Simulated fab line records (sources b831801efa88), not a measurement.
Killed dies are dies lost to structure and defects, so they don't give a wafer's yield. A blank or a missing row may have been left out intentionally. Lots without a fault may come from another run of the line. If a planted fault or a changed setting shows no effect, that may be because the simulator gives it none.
Comparing a struck lot with a sound one -- flow gf180mcu -- 14 out of 602 route steps
Sound: these wafers, L103.2, L103.5, L103.6. The struck wafers were L110.3, L110.4, L110.6. At the end, the cause is stated.
At each step with rows: each side's tool, then ch and its chambers, then its first start. Under that, the readings that differ: sound wafers -- struck wafers -- difference of the means -- sigmas: that difference in standard deviations of wafers without a fault.
alike: readings with means less than 2 such deviations apart, plus words and numbers identical on both sides. not compared: withheld readings, readings lacking a value on some wafer, bounds such as >300 that could conceal the same value, and numbers that have no deviation in the record and whose values overlap.
The two part at a step that has a row with sigmas, a row that says differs or no value, or rows on one side only. When numbers do not overlap yet have no deviation, they are printed without sigmas and do not part them. Lack of a reading on every wafer of one side parts them only where that side has two or more wafers.

first, 1 step without rows for these wafers: GF_DUAL_GATE_WET_ETCH_12 (etches SiO2 in dHF, target depth 13 nm, time 260 s).
GF_DUAL_GATE_STRIP_13: strips in O2/N2.
  sound on plasma asher-02 ch 0,1, day 11 02:04; struck on plasma asher-02 ch 0,1, day 13 12:57
  alike: drypump motor current A, heater power w, n2 flow sccm, oes product au, strip time to endpoint s
  not compared: rf hours counter h
then, 3 steps without rows for these wafers: GF_DUAL_GATE_CLEAN_14 (cleans in SC1/SC2, time 150 s); GF_DUAL_GATE_OXIDATION_15 (stabilise 600 s, purge 300 s, target thk 7.098 nm); GF_POLY_GATE_CVD_00 (deposits poly-Si, target thk 200 nm, time 1200 s).
GF_POLY_GATE_THK_MEAS_01:
  sound on film metro-02 at day 11 06:49; struck on film metro-02 at day 13 17:24
  alike: POLY_GATE_CVD_00_THK
then, 6 steps without rows for these wafers: GF_POLY_GATE_DEHYDRATE_02 (time 60 s); GF_POLY_GATE_HMDS_03 (prime time 60 s); GF_POLY_GATE_COAT_04; GF_POLY_GATE_COAT_05 (resist thk 700 nm); GF_POLY_GATE_SOFTBAKE_06 (time 60 s); GF_POLY_GATE_EXPOSE_07 (exposes mask Poly2, target cd 280 nm).
GF_POLY_GATE_PEB_08: peb time 90 s.
  struck on litho track-04, day 14 14:02; sound on litho track-04 ch 0, day 12 02:10
  no value came back on the struck wafers for chill plate temp C (C), exhaust pa (Pa); on the sound wafers chill plate temp C (C) reads 22.88 22.89 22.71
then, 1 step without rows for these wafers: GF_POLY_GATE_DEVELOP_09 (develop time 60 s).

WHERE THEY PART
Within this record, at GF_POLY_GATE_PEB_08 only.

WHY: the cause the simulator had injected
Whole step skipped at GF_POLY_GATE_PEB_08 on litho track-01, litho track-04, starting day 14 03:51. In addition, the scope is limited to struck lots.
